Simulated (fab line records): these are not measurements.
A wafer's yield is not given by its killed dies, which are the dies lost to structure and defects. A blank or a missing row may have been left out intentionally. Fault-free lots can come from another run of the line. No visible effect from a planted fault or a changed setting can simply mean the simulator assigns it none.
Which tool is to blame? | flow sky130 | 12 lots with 36 wafers sampled at 2 steps, on a route of 708 steps

WHAT THE GAUGES READ, wafer by wafer
SKY_METAL2_THK_MEAS_06: measures by xrf.
lot  | measured     | on            | METAL2_ALCU_THK (nm)
L579 | day 34 18:06 | film metro-02 | 252.1 250.9 248.6
L580 | day 34 21:55 | film metro-02 | 247.7 254.0 246.5
L581 | day 35 01:55 | film metro-03 | 253.8 256.1 259.5
L582 | day 35 06:40 | film metro-02 | 252.0 251.7 251.0
L583 | day 35 19:22 | film metro-02 | 252.3 252.0 248.5
L584 | day 35 20:22 | film metro-01 | 258.0 253.9 254.6
L585 | day 36 06:12 | film metro-03 | 255.4 253.9 252.2
L586 | day 36 17:11 | film metro-01 | 253.4 254.3 253.4
L587 | day 36 20:13 | film metro-01 | 256.1 257.0 256.4
L593 | day 38 18:43 | film metro-02 | 253.8 249.1 252.8
L597 | day 39 20:08 | film metro-01 | 255.6 258.7 258.0
L600 | day 40 13:43 | film metro-02 | 254.3 256.1 254.5

TOOL THAT RAN EACH LOT (tool first, then ch and the chambers of the sampled wafers, then the start)
lot  | SKY_METAL2_SPUTTER_00
L579 | pvd sputter-01, day 34 17:50
L580 | pvd sputter-01, day 34 21:38
L581 | pvd sputter-02, day 35 01:39
L582 | pvd sputter-01, day 35 06:25
L583 | pvd sputter-02, day 35 19:05
L584 | pvd sputter-04, day 35 20:05
L585 | pvd sputter-02, day 36 05:56
L586 | pvd sputter-01, day 36 16:54
L587 | pvd sputter-02, day 36 19:56
L593 | pvd sputter-02, day 38 18:26
L597 | pvd sputter-04, day 39 19:53
L600 | pvd sputter-04, day 40 13:27
- SKY_METAL2_SPUTTER_00: material Ti, target thk 15 nm, time 10 s.

WHAT THE TOOLS THEMSELVES READ (means of the sampled wafers that have a number; where no wafer has one, the mark that the record gives instead)
SKY_METAL2_SPUTTER_00.
lot  | tool           | throttle valve pct (%)
L579 | pvd sputter-01 | 29.5
L580 | pvd sputter-01 | 30.2
L581 | pvd sputter-02 | 30.1
L582 | pvd sputter-01 | 29.5
L583 | pvd sputter-02 | 29.7
L584 | pvd sputter-04 | 30.6
L585 | pvd sputter-02 | 30.6
L586 | pvd sputter-01 | 29.0
L587 | pvd sputter-02 | 29.0
L593 | pvd sputter-02 | 30.1
L597 | pvd sputter-04 | 30.2
L600 | pvd sputter-04 | 30.3

THE ANSWER, worked out from the rows above alone
Rule: usual is defined by the lots themselves. Put in order of their means at a reading, lots are off if they are a third of the lots or fewer, leave a main group of 4 or more, and stand apart from it by a gap of 3 or more times the standard deviation of the main group's means; of several such gaps the widest counts. A main group is skipped when, at the precision printed for the reading in the tables above, its means are all equal. Also off: a lot with no number at a reading for which 4 or more lots have one. Any other lot the step has rows for is counted as sound. Order of review: gauges by route order, followed by the tools' own readings, for which a lot's mean as printed above is used. The first step at which some lot is off is used, and at that step the reading that is off furthest; a lot without a number counts as furthest.
Nothing can be told from this: no lot is off at any reading shown.

WHAT THE SIMULATOR HAD PUT IN
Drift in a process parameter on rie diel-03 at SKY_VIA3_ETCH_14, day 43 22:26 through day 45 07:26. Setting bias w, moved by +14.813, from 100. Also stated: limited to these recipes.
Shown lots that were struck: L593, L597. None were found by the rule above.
